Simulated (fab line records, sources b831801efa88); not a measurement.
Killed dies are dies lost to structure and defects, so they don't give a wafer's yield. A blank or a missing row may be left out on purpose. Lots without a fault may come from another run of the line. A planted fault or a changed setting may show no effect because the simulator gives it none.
fab line records | flow gf180mcu
record lots=5 wafers=15 last_day=33
route steps=602 shown HV_LDD@193
lots that met no fault: from a run of the same line without faults
start_h: hours from the record's first day to the start of the lot's first wafer shown | wait_h: hours since the lot's step before | " the same as in the row above | L1.1+2: a row that stands for several wafers | - no value, or no start given | * or withheld: withheld | < > ~ a bound
route shown NAME@n: a module of which the file shows steps, and the number in the route of the first | usual: mean/standard deviation of fault-free wafers | same: alike in all rows | chamber/n: place in a boat | sites: the reading at each site | _std_site: their standard deviation | _edge_site: outer sites' mean less inner sites' | radius_mm: how far each site lies from the wafer's centre | mask NAME#n: copy n | behind: the tool/chamber that last shaped the wafer | hold: why the lot was held/for how many hours/how that ended | device: the transistor (n, p or np) that didn't switch | end of line: the same wafers' tests at the end of the route | a step without rows: its recipe alone | killed: dies lost to structure and defects at the first sort, not the wafer's yield | map: a wafer's dies, x killed, . not, _ none there
set.NAME: the setting as run; set.NAME@STEP: as run at that earlier step | model.NAME: the simulator's own value behind a step, which no gauge read
lots at some steps of the route; a table a step, a row a wafer
services: from which hour (start_h, from the record's first day; less than 0 if before it) a tool's chamber was out of use, for how many hours, and why
## steps
# step GF_HV_LDD_PEB_17
# recipe temp_c=withheld time_s=* resist=NOVOLAK
# columns lot.wafer tool chamber start_h wait_h
L075.3+5+6 litho_track-01 0 - -
L080.1+2+5 litho_track-01 0 - -
L083.1+4+6 litho_track-02 0 - -
L086.3+4+6 litho_track-02 0 - -
L091.1+2+5 litho_track-01 0 - -
# step GF_HV_LDD_DEVELOP_18
# recipe develop_time_s=60 dev_temp_c=23
# columns lot.wafer tool chamber start_h wait_h
L075.3+5+6 litho_track-01 0 240.39 0.1
L080.1+2+5 litho_track-01 0 278.79 0.1
L083.1+4+6 litho_track-02 0 299.95 0.1
L086.3+4+6 litho_track-02 0 323.55 0.1
L091.1+2+5 litho_track-01 0 365.49 0.1
# step GF_HV_LDD_CD_MEAS_19
# recipe target_cd_nm=400
# usual cd_nm=400.5/1.7
# columns lot.wafer tool chamber start_h wait_h cd_nm
L075.3 cd_sem-01 - 240.53 0.1 401.1
L075.5 " - " " 401.6
L075.6 " - " " 399.8
L080.1 cd_sem-02 - 279.00 0.2 399.1
L080.2 " - " " 400.4
L080.5 " - " " 401.1
L083.1 cd_sem-01 - 300.10 0.1 397.8
L083.4 " - " " 399.1
L083.6 " - " " 399.0
L086.3 cd_sem-02 - 323.69 0.1 399.4
L086.4 " - " " 400.9
L086.6 " - " " 400.8
L091.1 cd_sem-01 - 365.64 0.1 403.7
L091.2 " - " " 405.1
L091.5 " - " " 403.1
# step GF_HV_LDD_OVL_MEAS_20
# usual HV_LDD_01_OVL=1.0/1.4
# columns lot.wafer tool chamber start_h wait_h HV_LDD_01_OVL[nm]
L075.3 overlay-02 - 240.62 0.1 2.2
L075.5 " - " " -0.3
L075.6 " - " " 1.1
L080.1 overlay-01 - 279.12 0.1 1.1
L080.2 " - " " 1.1
L080.5 " - " " 1.7
L083.1 overlay-02 - 300.22 0.1 1.7
L083.4 " - " " 2.8
L083.6 " - " " 1.7
L086.3 overlay-01 - 323.78 0.1 -2.5
L086.4 " - " " -2.8
L086.6 " - " " -0.3
L091.1 overlay-01 - 365.76 0.1 -1.1
L091.2 " - " " -2.2
L091.5 " - " " 0.3
# step GF_HV_LDD_IMPLANT_21
# recipe species=BF2 energy_kev=25 dose_cm2=5e+13 tilt_deg=6.52
# usual beam_energy_keV=24.999/0.008
# columns lot.wafer tool chamber start_h wait_h beam_energy_keV
L075.3 implanter-02 0 240.69 0.1 24.998
L075.5 " 0 " " 25.006
L075.6 " 0 " " 25.002
L080.1 implanter-01 0 279.16 0.0 25.001
L080.2 " 0 " " 25.004
L080.5 " 0 " " 24.997
L083.1 implanter-01 0 300.25 0.0 24.995
L083.4 " 0 " " 24.984
L083.6 " 0 " " 24.992
L086.3 implanter-02 0 323.85 0.1 25.012
L086.4 " 0 " " 25.015
L086.6 " 0 " " 24.990
L091.1 implanter-02 0 365.79 0.0 24.995
L091.2 " 0 " " 25.005
L091.5 " 0 " " 24.990
# step GF_HV_LDD_STRIP_22
# recipe chemistry=O2/N2 power_w=1400 pressure_mtorr=1500 platen_temp_c=250 o2_flow_sccm=3000 n2_flow_sccm=300 overash_fraction=0.5
# usual drypump_motor_current_A=5.72/0.28 heater_power_w=321/35 oes_product_au=0.716/0.0048 platen_temp_c=250.01/0.19 strip_time_to_endpoint_s=12.61/0.035
# columns lot.wafer tool chamber start_h wait_h drypump_motor_current_A heater_power_w oes_product_au platen_temp_c rf_hours_counter_h strip_time_to_endpoint_s
L075.3 plasma_asher-04 0 240.83 0.1 5.77 313 0.713 249.93 - 12.56
L075.5 " 1 " " 5.39 298 0.721 250.18 - 12.58
L075.6 " 0 " " 5.78 314 0.718 250.34 - 12.60
L080.1 plasma_asher-02 1 279.31 0.1 5.85 257 0.716 250.04 20 12.64
L080.2 " 0 " " 6.18 328 0.720 249.99 20 12.62
L080.5 " 1 " " 5.85 260 0.716 249.92 - 12.62
L083.1 plasma_asher-02 1 300.40 0.1 5.83 265 0.714 249.77 23 12.58
L083.4 " 0 " " 6.15 330 0.717 249.90 - 12.61
L083.6 " 0 " " 6.16 321 0.715 249.84 - 12.60
L086.3 plasma_asher-01 1 323.99 0.1 5.50 360 0.710 250.07 - 12.61
L086.4 " 0 " " 6.12 379 0.712 250.20 - 12.61
L086.6 " 0 " " 6.11 373 0.716 250.00 - 12.57
L091.1 plasma_asher-04 0 365.94 0.1 5.75 317 0.716 249.92 59 12.61
L091.2 " 1 " " 5.39 293 0.710 249.67 59 12.58
L091.5 " 1 " " 5.39 302 0.713 249.96 - 12.60
# step GF_HV_LDD_TW_MEAS_23
# usual HV_LDD_2_TW=1071/9.1
# columns lot.wafer tool chamber start_h wait_h HV_LDD_2_TW
L075.3 film_metro-03 - 240.91 0.1 1063
L075.5 " - " " 1060
L075.6 " - " " 1066
L080.1 film_metro-02 - 279.41 0.1 1069
L080.2 " - " " 1073
L080.5 " - " " 1073
L083.1 film_metro-02 - 300.50 0.1 1077
L083.4 " - " " 1074
L083.6 " - " " 1073
L086.3 film_metro-02 - 324.07 0.1 1070
L086.4 " - " " 1075
L086.6 " - " " 1072
L091.1 film_metro-03 - 366.04 0.1 1061
L091.2 " - " " 1064
L091.5 " - " " 1065
# step GF_HV_LDD_DEHYDRATE_24
# recipe temp_c=200 time_s=60
# columns lot.wafer tool chamber start_h wait_h
L075.3+5+6 litho_track-04 0 249.54 8.6
L080.1+2+5 litho_track-01 0 289.04 9.6
L083.1+4+6 litho_track-02 0 310.50 10.0
L086.3+4+6 litho_track-04 0 334.53 10.5
L091.1+2+5 litho_track-02 0 376.65 10.6
# step GF_HV_LDD_HMDS_25
# recipe prime_time_s=60 prime_temp_c=120
# columns lot.wafer tool chamber start_h wait_h
L075.3+5+6 litho_track-04 0 249.69 0.1
L080.1+2+5 litho_track-01 0 289.19 0.1
L083.1+4+6 litho_track-02 0 310.65 0.1
L086.3+4+6 litho_track-04 0 334.68 0.1
L091.1+2+5 litho_track-02 0 376.80 0.1
# step GF_HV_LDD_COAT_26
# recipe resist=NOVOLAK spin_rpm=3000 resist_thk_nm=1000
# columns lot.wafer tool chamber start_h wait_h
L075.3+5+6 litho_track-04 0 249.84 0.1
L080.1+2+5 litho_track-01 0 289.34 0.1
L083.1+4+6 litho_track-02 0 310.80 0.1
L086.3+4+6 litho_track-04 0 334.83 0.1
L091.1+2+5 litho_track-02 0 376.95 0.1
# step GF_HV_LDD_SOFTBAKE_27
# recipe temp_c=90 time_s=60 resist=NOVOLAK
# columns lot.wafer tool chamber start_h wait_h
L075.3+5+6 litho_track-04 0 249.99 0.1
L080.1+2+5 litho_track-01 0 289.49 0.1
L083.1+4+6 litho_track-02 0 310.95 0.1
L086.3+4+6 litho_track-04 0 334.98 0.1
L091.1+2+5 litho_track-02 0 377.10 0.1
# step GF_HV_LDD_EXPOSE_28
# recipe mask_id=Nplus_HV_AREA target_cd_nm=400 na=0.6 source_shape=conventional sigma_outer=0.6 dose_mj=140
# usual stage_vel_mm_s=500.01/0.22
# columns lot.wafer tool chamber start_h wait_h mask stage_vel_mm_s
L075.3 iline_stepper-02 0 - - Nplus_HV_AREA#0 500.25
L075.5 " 0 " " Nplus_HV_AREA#0 500.11
L075.6 " 0 " " Nplus_HV_AREA#0 499.79
L080.1 iline_stepper-02 0 - - Nplus_HV_AREA#0 500.20
L080.2 " 0 " " Nplus_HV_AREA#0 500.06
L080.5 " 0 " " Nplus_HV_AREA#0 499.50
L083.1 iline_stepper-01 0 - - Nplus_HV_AREA#0 499.75
L083.4 " 0 " " Nplus_HV_AREA#0 499.87
L083.6 " 0 " " Nplus_HV_AREA#0 499.61
L086.3 iline_stepper-01 0 - - Nplus_HV_AREA#0 500.07
L086.4 " 0 " " Nplus_HV_AREA#0 500.63
L086.6 " 0 " " Nplus_HV_AREA#0 500.01
L091.1 iline_stepper-01 0 - - Nplus_HV_AREA#0 500.08
L091.2 " 0 " " Nplus_HV_AREA#0 500.06
L091.5 " 0 " " Nplus_HV_AREA#0 500.00
# step GF_HV_LDD_PEB_29
# recipe temp_c=withheld time_s=* resist=NOVOLAK
# columns lot.wafer tool chamber start_h wait_h
L075.3+5+6 litho_track-04 0 - -
L080.1+2+5 litho_track-02 0 - -
L083.1+4+6 litho_track-02 0 - -
L086.3+4+6 litho_track-04 0 - -
L091.1+2+5 litho_track-01 0 - -
# step GF_HV_LDD_DEVELOP_30
# recipe develop_time_s=60 dev_temp_c=23
# columns lot.wafer tool chamber start_h wait_h
L075.3+5+6 litho_track-04 0 258.59 0.1
L080.1+2+5 litho_track-02 0 299.65 0.1
L083.1+4+6 litho_track-02 0 321.15 0.1
L086.3+4+6 litho_track-04 0 345.53 0.1
L091.1+2+5 litho_track-01 0 387.94 0.1
# step GF_HV_LDD_CD_MEAS_31
# recipe target_cd_nm=400
# usual cd_nm=400.5/2.4
# columns lot.wafer tool chamber start_h wait_h cd_nm
L075.3 cd_sem-02 - 258.73 0.1 401.4
L075.5 " - " " 401.3
L075.6 " - " " 399.8
L080.1 cd_sem-02 - 299.80 0.1 398.5
L080.2 " - " " 401.5
L080.5 " - " " 396.2
L083.1 cd_sem-02 - 321.30 0.1 400.1
L083.4 " - " " 398.9
L083.6 " - " " 399.3
L086.3 cd_sem-02 - 345.67 0.1 400.1
L086.4 " - " " 400.3
L086.6 " - " " 402.4
L091.1 cd_sem-01 - 388.09 0.1 403.0
L091.2 " - " " 403.1
L091.5 " - " " 404.2
# step GF_HV_LDD_OVL_MEAS_32
# usual HV_LDD_02_OVL=-0.3/1.5
# columns lot.wafer tool chamber start_h wait_h HV_LDD_02_OVL[nm]
L075.3 overlay-02 - 258.82 0.1 -2.1
L075.5 " - " " -0.5
L075.6 " - " " 1.0
L080.1 overlay-01 - 299.92 0.1 1.2
L080.2 " - " " 0.0
L080.5 " - " " 0.9
L083.1 overlay-01 - 321.42 0.1 -2.4
L083.4 " - " " -1.4
L083.6 " - " " -0.9
L086.3 overlay-02 - 345.77 0.1 -0.3
L086.4 " - " " 0.8
L086.6 " - " " -0.5
L091.1 overlay-02 - 388.21 0.1 -1.4
L091.2 " - " " -3.4
L091.5 " - " " -1.5
# step GF_HV_LDD_IMPLANT_33
# recipe species=P energy_kev=60 dose_cm2=7.5e+12 tilt_deg=30 rotation_deg=0
# usual beam_energy_keV=60.002/0.018 rotation_deg=0.000/0.018
# columns lot.wafer tool chamber start_h wait_h beam_energy_keV rotation_deg
L075.3 implanter-03 0 258.89 0.1 60.015 0.017
L075.5 " 0 " " 60.006 0.013
L075.6 " 0 " " 59.997 0.028
L080.1 implanter-02 0 299.95 0.0 60.004 -0.029
L080.2 " 0 " " 60.006 -0.019
L080.5 " 0 " " 60.017 -0.018
L083.1 implanter-03 0 321.45 0.0 60.016 -0.013
L083.4 " 0 " " 60.024 -0.023
L083.6 " 0 " " 60.026 0.009
L086.3 implanter-02 0 345.84 0.1 59.959 -0.016
L086.4 " 0 " " 59.965 0.002
L086.6 " 0 " " 59.979 -0.029
L091.1 implanter-03 0 388.24 0.0 60.007 0.010
L091.2 " 0 " " 60.004 -0.001
L091.5 " 0 " " 60.007 -0.009
# step GF_HV_LDD_IMPLANT_34
# recipe species=P energy_kev=60 dose_cm2=7.5e+12 tilt_deg=30 rotation_deg=90
# usual beam_energy_keV=60.006/0.02 rotation_deg=89.996/0.027
# columns lot.wafer tool chamber start_h wait_h beam_energy_keV rotation_deg
L075.3 implanter-03 0 259.04 0.1 60.014 89.992
L075.5 " 0 " " 60.000 89.986
L075.6 " 0 " " 59.988 90.020
L080.1 implanter-02 0 300.10 0.1 59.975 90.027
L080.2 " 0 " " 59.992 89.967
L080.5 " 0 " " 60.014 89.924
L083.1 implanter-03 0 321.60 0.1 60.006 90.025
L083.4 " 0 " " 60.009 89.996
L083.6 " 0 " " 60.004 90.029
L086.3 implanter-02 0 345.99 0.1 60.018 89.963
L086.4 " 0 " " 59.984 89.942
L086.6 " 0 " " 60.020 89.992
L091.1 implanter-03 0 388.39 0.1 60.047 89.995
L091.2 " 0 " " 59.998 89.942
L091.5 " 0 " " 60.032 90.004
# step GF_HV_LDD_IMPLANT_35
# recipe species=P energy_kev=60 dose_cm2=7.5e+12 tilt_deg=30 rotation_deg=180
# usual beam_energy_keV=59.999/0.017 rotation_deg=180.00/0.039
# columns lot.wafer tool chamber start_h wait_h beam_energy_keV rotation_deg
L075.3 implanter-03 0 259.19 0.1 60.007 180.01
L075.5 " 0 " " 59.984 179.91
L075.6 " 0 " " 59.995 179.98
L080.1 implanter-02 0 300.25 0.1 59.996 180.02
L080.2 " 0 " " 59.983 179.99
L080.5 " 0 " " 59.998 180.02
L083.1 implanter-03 0 321.75 0.1 59.984 180.02
L083.4 " 0 " " 60.032 180.00
L083.6 " 0 " " 60.030 180.01
L086.3 implanter-02 0 346.14 0.1 60.011 180.06
L086.4 " 0 " " 59.987 179.98
L086.6 " 0 " " 60.015 179.93
L091.1 implanter-03 0 388.54 0.1 59.971 180.01
L091.2 " 0 " " 60.043 180.08
L091.5 " 0 " " 60.011 180.04
# step GF_HV_LDD_IMPLANT_36
# recipe species=P energy_kev=60 dose_cm2=7.5e+12 tilt_deg=30 rotation_deg=270
# usual beam_energy_keV=59.998/0.017 rotation_deg=270.00/0.053
# columns lot.wafer tool chamber start_h wait_h beam_energy_keV rotation_deg
L075.3 implanter-03 0 259.34 0.1 60.012 269.86
L075.5 " 0 " " 60.015 270.03
L075.6 " 0 " " 60.003 269.92
L080.1 implanter-02 0 300.40 0.1 59.995 270.00
L080.2 " 0 " " 60.003 270.00
L080.5 " 0 " " 60.028 269.96
L083.1 implanter-03 0 321.90 0.1 60.006 269.99
L083.4 " 0 " " 59.999 269.99
L083.6 " 0 " " 59.995 269.97
L086.3 implanter-02 0 346.29 0.1 60.032 269.94
L086.4 " 0 " " 60.024 269.95
L086.6 " 0 " " 60.004 270.13
L091.1 implanter-03 0 388.69 0.1 60.005 270.00
L091.2 " 0 " " 59.993 269.92
L091.5 " 0 " " 59.978 270.03
# step GF_HV_LDD_STRIP_37
# recipe chemistry=O2/N2 power_w=1400 pressure_mtorr=1500 platen_temp_c=250 o2_flow_sccm=3000 n2_flow_sccm=300 overash_fraction=0.5
# usual drypump_motor_current_A=5.73/0.28 heater_power_w=312/34 oes_product_au=0.716/0.0045 platen_temp_c=250.00/0.18 strip_time_to_endpoint_s=12.61/0.038
# columns lot.wafer tool chamber start_h wait_h drypump_motor_current_A heater_power_w oes_product_au platen_temp_c rf_hours_counter_h strip_time_to_endpoint_s
L075.3 plasma_asher-01 1 259.47 0.1 5.52 355 0.712 249.72 - 12.56
L075.5 " 1 " " 5.48 362 0.723 249.79 - 12.59
L075.6 " 0 " " 6.07 386 0.722 250.21 - 12.57
L080.1 plasma_asher-04 0 300.55 0.1 5.76 315 0.712 249.95 52 12.66
L080.2 " 1 " " 5.37 300 0.722 250.03 52 12.64
L080.5 " 0 " " 5.75 317 0.719 249.89 - 12.66
L083.1 plasma_asher-04 1 322.05 0.1 5.38 296 0.713 249.91 55 12.66
L083.4 " 1 " " 5.39 306 0.714 249.94 - 12.69
L083.6 " 0 " " 5.75 315 0.715 250.08 - 12.68
L086.3 plasma_asher-04 0 346.42 0.1 5.75 316 0.719 250.31 - 12.62
L086.4 " 1 " " 5.38 293 0.714 249.99 - 12.62
L086.6 " 0 " " 5.74 310 0.707 250.36 - 12.61
L091.1 plasma_asher-04 0 388.84 0.1 5.74 312 0.711 249.92 61 12.59
L091.2 " 1 " " 5.40 300 0.719 250.09 61 12.53
L091.5 " 0 " " 5.74 312 0.714 250.09 - 12.57
# step GF_HV_LDD_TW_MEAS_38
# usual HV_LDD_3_TW=1459/13
# columns lot.wafer tool chamber start_h wait_h HV_LDD_3_TW
L075.3 film_metro-02 - 259.56 0.1 1451
L075.5 " - " " 1456
L075.6 " - " " 1450
L080.1 film_metro-04 - 300.65 0.1 1474
L080.2 " - " " 1463
L080.5 " - " " 1473
L083.1 film_metro-04 - 322.15 0.1 1483
L083.4 " - " " 1476
L083.6 " - " " 1483
L086.3 film_metro-04 - 346.51 0.1 1468
L086.4 " - " " 1482
L086.6 " - " " 1470
L091.1 film_metro-03 - 388.94 0.1 1437
L091.2 " - " " 1437
L091.5 " - " " 1438
# step GF_HV_LDD_DEHYDRATE_39
# recipe temp_c=200 time_s=60
# columns lot.wafer tool chamber start_h wait_h
L075.3+5+6 litho_track-04 0 268.54 9.0
L080.1+2+5 litho_track-01 0 310.64 10.0
L083.1+4+6 litho_track-02 0 332.25 10.1
L086.3+4+6 litho_track-02 0 356.90 10.4
L091.1+2+5 litho_track-01 0 399.99 11.0
# step GF_HV_LDD_HMDS_40
# recipe prime_time_s=60 prime_temp_c=120
# columns lot.wafer tool chamber start_h wait_h
L075.3+5+6 litho_track-04 0 268.69 0.1
L080.1+2+5 litho_track-01 0 310.79 0.1
L083.1+4+6 litho_track-02 0 332.40 0.1
L086.3+4+6 litho_track-02 0 357.05 0.1
L091.1+2+5 litho_track-01 0 400.14 0.1
# step GF_HV_LDD_COAT_41
# recipe resist=NOVOLAK spin_rpm=3000 resist_thk_nm=1000
# columns lot.wafer tool chamber start_h wait_h
L075.3+5+6 litho_track-04 0 268.84 0.1
L080.1+2+5 litho_track-01 0 310.94 0.1
L083.1+4+6 litho_track-02 0 332.55 0.1
L086.3+4+6 litho_track-02 0 357.20 0.1
L091.1+2+5 litho_track-01 0 400.29 0.1
# step GF_HV_LDD_SOFTBAKE_42
# recipe temp_c=90 time_s=60 resist=NOVOLAK
# columns lot.wafer tool chamber start_h wait_h
L075.3+5+6 litho_track-04 0 268.99 0.1
L080.1+2+5 litho_track-01 0 311.09 0.1
L083.1+4+6 litho_track-02 0 332.70 0.1
L086.3+4+6 litho_track-02 0 357.35 0.1
L091.1+2+5 litho_track-01 0 400.44 0.1
# step GF_HV_LDD_EXPOSE_43
# recipe mask_id=Pplus_HV_AREA target_cd_nm=400 na=0.6 source_shape=conventional sigma_outer=0.6 dose_mj=140
# usual stage_vel_mm_s=500.04/0.25
# columns lot.wafer tool chamber start_h wait_h mask stage_vel_mm_s
L075.3 iline_stepper-02 0 - - Pplus_HV_AREA#0 500.20
L075.5 " 0 " " Pplus_HV_AREA#0 500.06
L075.6 " 0 " " Pplus_HV_AREA#0 500.09
L080.1 iline_stepper-01 0 - - Pplus_HV_AREA#0 500.25
L080.2 " 0 " " Pplus_HV_AREA#0 500.00
L080.5 " 0 " " Pplus_HV_AREA#0 500.05
L083.1 iline_stepper-01 0 - - Pplus_HV_AREA#0 500.00
L083.4 " 0 " " Pplus_HV_AREA#0 500.09
L083.6 " 0 " " Pplus_HV_AREA#0 500.14
L086.3 iline_stepper-02 0 - - Pplus_HV_AREA#0 499.61
L086.4 " 0 " " Pplus_HV_AREA#0 499.44
L086.6 " 0 " " Pplus_HV_AREA#0 499.81
L091.1 iline_stepper-02 0 - - Pplus_HV_AREA#0 499.96
L091.2 " 0 " " Pplus_HV_AREA#0 499.77
L091.5 " 0 " " Pplus_HV_AREA#0 499.74
# step GF_HV_LDD_PEB_44
# recipe temp_c=withheld time_s=* resist=NOVOLAK
# columns lot.wafer tool chamber start_h wait_h
L075.3+5+6 litho_track-04 0 - -
L080.1+2+5 litho_track-04 0 - -
L083.1+4+6 litho_track-01 0 - -
L086.3+4+6 litho_track-04 0 - -
L091.1+2+5 litho_track-04 0 - -
# step GF_HV_LDD_DEVELOP_45
# recipe develop_time_s=58.25 dev_temp_c=23
# columns lot.wafer tool chamber start_h wait_h
L075.3+5+6 litho_track-04 0 278.49 0.1
L080.1+2+5 litho_track-04 0 321.23 0.1
L083.1+4+6 litho_track-01 0 342.99 0.1
L086.3+4+6 litho_track-04 0 367.93 0.1
L091.1+2+5 litho_track-04 0 411.18 0.1
# step GF_HV_LDD_CD_MEAS_46
# recipe target_cd_nm=400
# usual cd_nm=397.6/2.4
# columns lot.wafer tool chamber start_h wait_h cd_nm
L075.3 cd_sem-02 - 278.63 0.1 400.6
L075.5 " - " " 396.5
L075.6 " - " " 399.9
L080.1 cd_sem-01 - 321.38 0.1 393.7
L080.2 " - " " 397.4
L080.5 " - " " 397.7
L083.1 cd_sem-01 - 343.14 0.1 398.6
L083.4 " - " " 397.5
L083.6 " - " " 397.0
L086.3 cd_sem-02 - 368.07 0.1 396.4
L086.4 " - " " 396.9
L086.6 " - " " 394.3
L091.1 cd_sem-01 - 411.33 0.1 397.6
L091.2 " - " " 400.6
L091.5 " - " " 397.3
# step GF_HV_LDD_OVL_MEAS_47
# usual HV_LDD_03_OVL=0.5/1.4
# columns lot.wafer tool chamber start_h wait_h HV_LDD_03_OVL[nm]
L075.3 overlay-02 - 278.72 0.1 -1.2
L075.5 " - " " 1.4
L075.6 " - " " 1.3
L080.1 overlay-02 - 321.50 0.1 1.7
L080.2 " - " " 1.0
L080.5 " - " " 0.9
L083.1 overlay-02 - 343.26 0.1 1.2
L083.4 " - " " -0.4
L083.6 " - " " -0.5
L086.3 overlay-01 - 368.17 0.1 0.0
L086.4 " - " " -0.3
L086.6 " - " " -0.2
L091.1 overlay-02 - 411.45 0.1 0.5
L091.2 " - " " 0.7
L091.5 " - " " 0.4
# step GF_HV_LDD_IMPLANT_48
# recipe species=B energy_kev=25 dose_cm2=3e+13 tilt_deg=7
# usual beam_energy_keV=25.000/0.0079
# columns lot.wafer tool chamber start_h wait_h beam_energy_keV
L075.3 implanter-03 0 278.79 0.1 24.998
L075.5 " 0 " " 24.995
L075.6 " 0 " " 25.007
L080.1 implanter-02 0 321.54 0.0 25.003
L080.2 " 0 " " 25.011
L080.5 " 0 " " 25.015
L083.1 implanter-03 0 343.29 0.0 24.986
L083.4 " 0 " " 24.991
L083.6 " 0 " " 25.006
L086.3 implanter-01 0 368.24 0.1 24.988
L086.4 " 0 " " 24.993
L086.6 " 0 " " 24.988
L091.1 implanter-01 0 411.49 0.0 24.994
L091.2 " 0 " " 25.009
L091.5 " 0 " " 25.004
# step GF_HV_LDD_STRIP_49
# recipe chemistry=O2/N2 power_w=1400 pressure_mtorr=1500 platen_temp_c=250 o2_flow_sccm=3000 n2_flow_sccm=300 overash_fraction=0.5
# usual drypump_motor_current_A=5.78/0.28 heater_power_w=319/40 oes_product_au=0.716/0.0046 platen_temp_c=250.02/0.18 strip_time_to_endpoint_s=12.62/0.038
# columns lot.wafer tool chamber start_h wait_h drypump_motor_current_A heater_power_w oes_product_au platen_temp_c rf_hours_counter_h strip_time_to_endpoint_s
L075.3 plasma_asher-04 1 278.92 0.1 5.41 292 0.711 250.09 - 12.63
L075.5 " 0 " " 5.78 314 0.719 250.11 - 12.61
L075.6 " 1 " " 5.40 303 0.712 249.85 - 12.61
L080.1 plasma_asher-04 0 321.69 0.1 5.77 314 0.717 249.93 55 12.61
L080.2 " 1 " " 5.38 295 0.716 249.99 55 12.60
L080.5 " 0 " " 5.74 312 0.709 250.25 - 12.57
L083.1 plasma_asher-02 1 343.44 0.1 5.86 250 0.718 250.13 28 12.53
L083.4 " 1 " " 5.86 254 0.708 249.84 - 12.59
L083.6 " 1 " " 5.85 249 0.710 250.17 - 12.56
L086.3 plasma_asher-02 1 368.38 0.1 5.84 264 0.720 250.06 - 12.66
L086.4 " 0 " " 6.14 327 0.712 250.07 - 12.69
L086.6 " 0 " " 6.12 329 0.716 250.03 - 12.71
L091.1 plasma_asher-02 1 411.64 0.1 5.84 251 0.720 250.13 35 12.62
L091.2 " 0 " " 6.20 329 0.708 249.99 35 12.58
L091.5 " 0 " " 6.16 333 0.719 250.14 - 12.60
# step GF_HV_LDD_TW_MEAS_50
# usual HV_LDD_4_TW=579/5.9
# columns lot.wafer tool chamber start_h wait_h HV_LDD_4_TW
L075.3 film_metro-02 - 279.01 0.1 579
L075.5 " - " " 579
L075.6 " - " " 578
L080.1 film_metro-04 - 321.79 0.1 581
L080.2 " - " " 584
L080.5 " - " " 586
L083.1 film_metro-04 - 343.54 0.1 585
L083.4 " - " " 584
L083.6 " - " " 584
L086.3 film_metro-02 - 368.46 0.1 576
L086.4 " - " " 577
L086.6 " - " " 577
L091.1 film_metro-04 - 411.74 0.1 586
L091.2 " - " " 589
L091.5 " - " " 584
# step GF_HV_LDD_CLEAN_51
# recipe chemistry=SC1/SC2 mix=1:4:20 temp_c=70 time_s=150 dry=n2_spin
# usual bath_heat_duty_pct=13.5/1.4
# columns lot.wafer tool chamber start_h wait_h bath_heat_duty_pct
L075.3 wet_bench-03 3 279.05 0.0 12.6
L075.5 " 3 " " 13.5
L075.6 " 3 " " 13.3
L080.1 wet_bench-03 0 321.85 0.1 16.5
L080.2 " 0 " " 15.4
L080.5 " 0 " " 14.6
L083.1 wet_bench-02 1 343.60 0.1 13.0
L083.4 " 1 " " 15.0
L083.6 " 1 " " 13.5
L086.3 wet_bench-03 3 368.50 0.0 14.1
L086.4 " 3 " " 14.2
L086.6 " 3 " " 14.7
L091.1 wet_bench-02 2 411.80 0.1 12.6
L091.2 " 2 " " 12.4
L091.5 " 2 " " 11.2
# step GF_HV_LDD_RTA_52
# recipe temp_c=1000 time_s=10 ambient=N2
# usual lamp_power_pct=38/5.5 wafer_temp_C_max=1004.1/0.91
# columns lot.wafer tool chamber start_h wait_h lamp_power_pct wafer_temp_C_max
L075.3 rtp_anneal-01 0 279.13 0.0 43 1004.4
L075.5 " 0 " " 43 1003.6
L075.6 " 0 " " 43 1002.9
L080.1 rtp_anneal-02 0 321.90 0.0 32 1004.7
L080.2 " 0 " " 32 1004.5
L080.5 " 0 " " 32 1004.8
L083.1 rtp_anneal-01 0 343.65 0.0 43 1004.5
L083.4 " 0 " " 43 1002.3
L083.6 " 0 " " 43 1003.2
L086.3 rtp_anneal-02 0 368.58 0.0 32 1004.0
L086.4 " 0 " " 32 1004.4
L086.6 " 0 " " 32 1005.5
L091.1 rtp_anneal-02 0 411.86 0.0 32 1005.2
L091.2 " 0 " " 32 1003.3
L091.5 " 0 " " 32 1003.8
# step GF_HV_LDD_RS_MEAS_53
# recipe thk_meas_gauge=four-point-probe
# usual HV_LDD_RS=418.1/1.1
# columns lot.wafer tool chamber start_h wait_h HV_LDD_RS[ohm/sq]
L075.3 film_metro-04 - 279.21 0.1 418.6
L075.5 " - " " 418.1
L075.6 " - " " 418.6
L080.1 film_metro-03 - 322.03 0.1 415.9
L080.2 " - " " 416.4
L080.5 " - " " 416.6
L083.1 film_metro-03 - 343.72 0.1 418.4
L083.4 " - " " 418.8
L083.6 " - " " 418.9
L086.3 film_metro-02 - 368.66 0.1 418.2
L086.4 " - " " 416.9
L086.6 " - " " 416.8
L091.1 film_metro-03 - 411.93 0.1 416.7
L091.2 " - " " 418.9
L091.5 " - " " 418.1
# step GF_HV_LDD_CVD_54
# recipe material=SiO2 target_thk_nm=10 precursor=TEOS temp_c=680 time_s=75 pressure_mtorr=400
# usual zone_power_centre_pct=10.8/0.47 zone_power_lower_pct=10.4/1
# columns lot.wafer tool chamber start_h wait_h zone_power_centre_pct zone_power_lower_pct
L075.3 lpcvd-02 1 279.29 0.1 11.1 10.0
L075.5 " 1 " " 11.3 10.0
L075.6 " 1 " " 11.2 10.1
L080.1 lpcvd-02 0 322.15 0.1 11.2 11.2
L080.2 " 0 " " 11.5 11.4
L080.5 " 0 " " 11.3 11.3
L083.1 lpcvd-01 1 343.84 0.1 10.5 12.0
L083.4 " 1 " " 10.4 11.9
L083.6 " 1 " " 10.3 11.8
L086.3 lpcvd-02 1 368.74 0.1 11.3 10.1
L086.4 " 1 " " 11.1 10.1
L086.6 " 1 " " 11.1 10.1
L091.1 lpcvd-02 0 412.05 0.1 11.4 11.5
L091.2 " 0 " " 11.2 11.5
L091.5 " 0 " " 11.4 11.5
## services
# columns tool chamber start_h hours kind
plasma_asher-01 - 222.21 7.5 repair
iline_stepper-01 - 228.94 0.9 repair
wet_bench-02 - 249.19 63.1 pm
iline_stepper-02 - 250.95 8.9 pm
iline_stepper-01 - 357.01 2.1 pm
rtp_anneal-01 - 357.62 4.5 pm
iline_stepper-02 0 358.62 - calibration
iline_stepper-01 - 359.09 - consumable_replace:lamp
iline_stepper-01 0 365.16 - calibration
implanter-03 - 375.28 6.8 repair
wet_bench-03 - 378.60 1.3 repair
implanter-01 - 385.20 6.2 pm
implanter-02 - 393.07 3.0 pm
implanter-02 - 396.21 2.8 repair
implanter-02 - 396.74 4.7 repair
iline_stepper-01 - 407.23 1.7 pm
implanter-03 - 411.42 5.4 pm
## key
fault none
